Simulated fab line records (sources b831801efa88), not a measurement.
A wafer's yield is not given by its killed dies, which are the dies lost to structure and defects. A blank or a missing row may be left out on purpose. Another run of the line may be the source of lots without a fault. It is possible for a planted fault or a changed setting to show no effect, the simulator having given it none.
A struck lot beside a sound one	flow sky130	15 out of 708 route steps
Sound: these wafers, L902.1, L902.4, L902.6. Struck: wafers L912.3, L912.4, L912.6. The cause comes at the end.
Per side, at each step with rows, come the tool, then ch with its chambers, and then its first start. Under that, the readings that differ: sound wafers	struck wafers	difference of the means	sigmas: that difference in standard deviations of wafers without a fault.
alike: words and numbers the same on both sides, and readings whose means are apart by under 2 such deviations; not compared: readings that were withheld, readings missing a value for some wafer, numbers with overlapping values and no deviation given by the record, and bounds like >300 which may hide the same value.
The two part at a step that has a row with sigmas, a row that says differs or no value, or rows on one side only. Non-overlapping numbers with no deviation appear without sigmas and do not part them. A reading missing from all wafers of one side parts the sides only when that side holds two or more wafers.

first, 4 steps without rows for these wafers: SKY_LDD_N_SOFTBAKE_03 (time 60 s); SKY_LDD_N_EXPOSE_04 (exposes mask NTM, target cd 840 nm); SKY_LDD_N_PEB_05; SKY_LDD_N_DEVELOP_06 (develop time 60 s).
SKY_LDD_N_OVL_MEAS_07:
  sound on overlay-02 at day 19 14:58; struck on overlay-02 at day 23 11:37
  alike: LDD_N_OVL
then, 7 steps without rows for these wafers: SKY_LDD_N_IMPLANT_08; SKY_LDD_N_IMPLANT_09; SKY_LDD_N_IMPLANT_10; SKY_LDD_N_IMPLANT_11; SKY_LDD_N_IMPLANT_12; SKY_LDD_N_IMPLANT_13; SKY_LDD_N_IMPLANT_14.
SKY_LDD_N_IMPLANT_15:
  sound on implanter-04 ch 0, day 19 16:03; struck on implanter-04 ch 0, day 23 12:45
reading	sound	struck	difference	sigmas
doseIonsCm2	4.999e+12 5.001e+12 5.005e+12	2.194e+12 2.19e+12 2.198e+12	-2.808e+12	-99 or more
faradayCurrentUA	28.8 27.7 28.0	12.2 12.4 12.7	-15.7	-27
  alike: tiltDeg
SKY_LDD_N_STRIP_16: strips in O2/N2.
  sound on plasmaAsher-01 ch 0,1, day 19 16:12; struck on plasmaAsher-02 ch 0,1, day 23 12:53
  alike: chamberPressureMTorr, drypumpMotorCurrentA, oesProductAu, stripTimeToEndpointS
  not compared: rfHoursCounterH
-- record jumps: 26 days separate the struck wafers' starts on either side; left off in module LDD_N, taken up again in module PAD_OPEN, whose first shown step is the route's number 708 --
SKY_PAD_OPEN_PROBE_99:
  sound on prober-01 at day 47 12:34; struck on prober-02 at day 49 16:11
reading	sound	struck	difference	sigmas
model.etest.tipN.rsOhmSq	440.8 443.6 442.1	437.6 434.6 435.7	-6.2	
model.etest.nfet_01v8_turned.vtSatV (V)	0.6513 0.649 0.6532	0.6083 0.6034 0.6116	-0.0434	
model.etest.nfet_01v8_lvt.vtSatV (V)	0.5386 0.5334 0.5409	0.515 0.5119 0.5192	-0.022	
model.etest.nfet_01v8_turned.vtV (V)	0.7011 0.6976 0.7017	0.6833 0.6764 0.682	-0.0196	
model.etest.nfet_01v8_swapped.vtSatV (V)	0.6474 0.6505 0.6548	0.6355 0.6269 0.6422	-0.0160	
model.etest.nfet_01v8.vtSatV (V)	0.6466 0.6417 0.6468	0.6338 0.6317 0.6402	-0.0098	
model.etest.nfet_01v8_lvt.vtV (V)	0.609 0.6097 0.609	0.6014 0.5935 0.5952	-0.0125	
  alike: killed_at_M0_to_M3, killed_at_M4_up, killedAtContacts, killedAtFrontEnd, killedAtOther, killedDies, killedOpen, killedShort

== WHERE THEY PART ==
SKY_LDD_N_IMPLANT_15 only, going by this record. Later steps at which nothing parts them and some readings are alike: SKY_LDD_N_STRIP_16, SKY_PAD_OPEN_PROBE_99.

WHY: what had been put in by the simulator
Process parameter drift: implanter-04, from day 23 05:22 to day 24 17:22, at SKY_LDD_N_IMPLANT_15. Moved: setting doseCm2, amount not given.
